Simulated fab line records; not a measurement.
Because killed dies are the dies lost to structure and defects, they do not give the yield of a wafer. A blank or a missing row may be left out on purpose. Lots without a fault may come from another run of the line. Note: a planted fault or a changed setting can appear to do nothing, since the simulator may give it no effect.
Struck lot and sound lot, side by side + flow gf180mcu + 15 out of 602 route steps
Sound: the wafers L769.2, L769.3, L769.5. Wafers struck: L763.1, L763.2, L763.5. At the end, the cause is stated.
At each step with rows: each side's tool, then ch and its chambers, then its first start. Under that, the readings that differ: sound wafers + struck wafers + difference of the means + sigmas: that difference in standard deviations of wafers without a fault.
alike: readings whose means differ by less than 2 such deviations, and words and numbers that are the same on both sides. not compared: withheld readings, readings that some wafer has no value for, bounds like >300 that may hide the same value, and numbers for which the record gives no deviation and whose values overlap.
A row with sigmas, a row that says differs or no value, or rows on one side alone: a step with any of these is where the two part. Numbers that have no deviation but don't overlap get no sigmas and don't part them. Lack of a reading on every wafer of one side parts them only where that side has two or more wafers.

GF_STI_STRIP_15: strips in O2/N2.
  sound on plasma asher-01 ch 0,1, day 6 14:02; struck on plasma asher-01 ch 0,1, day 5 08:31
  alike: drypump motor current A, heater power w, oes product au, strip time to endpoint s
  not compared: rf hours counter h
then, 6 steps without rows for these wafers: GF_STI_CLEAN_16 (cleans in dHF, time 25 s); GF_STI_WET_ETCH_17 (etches Si3N4 in H3PO4, target depth 45 nm, time 514 s); GF_STI_CLEAN_18 (cleans in SC1/SC2, time 150 s); GF_STI_CLEAN_19 (cleans in dHF, time 20 s); GF_STI_WET_ETCH_20 (etches SiO2 in dHF, target depth 20 nm, time 400 s); GF_STI_OXIDATION_21 (stabilise 600 s, purge 300 s, target thk 15 nm).
GF_STI_THK_MEAS_22:
  struck on film metro-02, day 5 10:05; sound on film metro-01, day 6 15:46
  alike: STI_OXIDATION_01_THK
then, 1 step without rows for these wafers: GF_STI_CVD_23 (deposits SiO2, target thk 650 nm, time 108.3 s).
GF_STI_THK_MEAS_24:
  struck on film metro-01, day 5 10:13; sound on film metro-01, day 6 15:54
  alike: STI_CVD_23_THK
GF_STI_CMP_25: polishes, stops on Si3N4, t overpolish 33 s, target thk 524.6 nm.
  sound on cmp-02 ch 2,3, day 6 15:57; struck on cmp-01 ch 0,1, day 5 10:23
| reading                | sound       | struck      | difference | sigmas |
|------------------------|-------------|-------------|------------|--------|
| time to endpoint s (s) | 114 115 111 | 125 132 122 | +13        | +2     |
  alike: motor current A, overpolish run s
then, 1 step without rows for these wafers: GF_STI_WET_ETCH_26 (etches SiO2 in dHF, target depth 94 nm, time 188 s).
GF_STI_WET_ETCH_27: etches Si3N4 in H3PO4, target depth 160 nm, time 1825 s.
  sound on wet bench-01 ch 1, day 6 16:19; struck on wet bench-04 ch 0, day 5 10:44
| reading          | sound          | struck         | difference | sigmas |
|------------------|----------------|----------------|------------|--------|
| run length s (s) | 1852 1852 1852 | 1760 1760 1760 | -92        | -25    |
then, 1 step without rows for these wafers: GF_STI_WET_ETCH_28 (etches SiO2 in dHF, target depth 20 nm, time 40 s).
GF_PASSIVATION_PROBE_99:
  sound wafers here have rows in the record (prober-02, day 34 15:10); struck ones have none

## WHERE THEY PART
Earliest at GF_STI_CMP_25; latest, in this record, at GF_PASSIVATION_PROBE_99.

WHY: what had been put in by the simulator
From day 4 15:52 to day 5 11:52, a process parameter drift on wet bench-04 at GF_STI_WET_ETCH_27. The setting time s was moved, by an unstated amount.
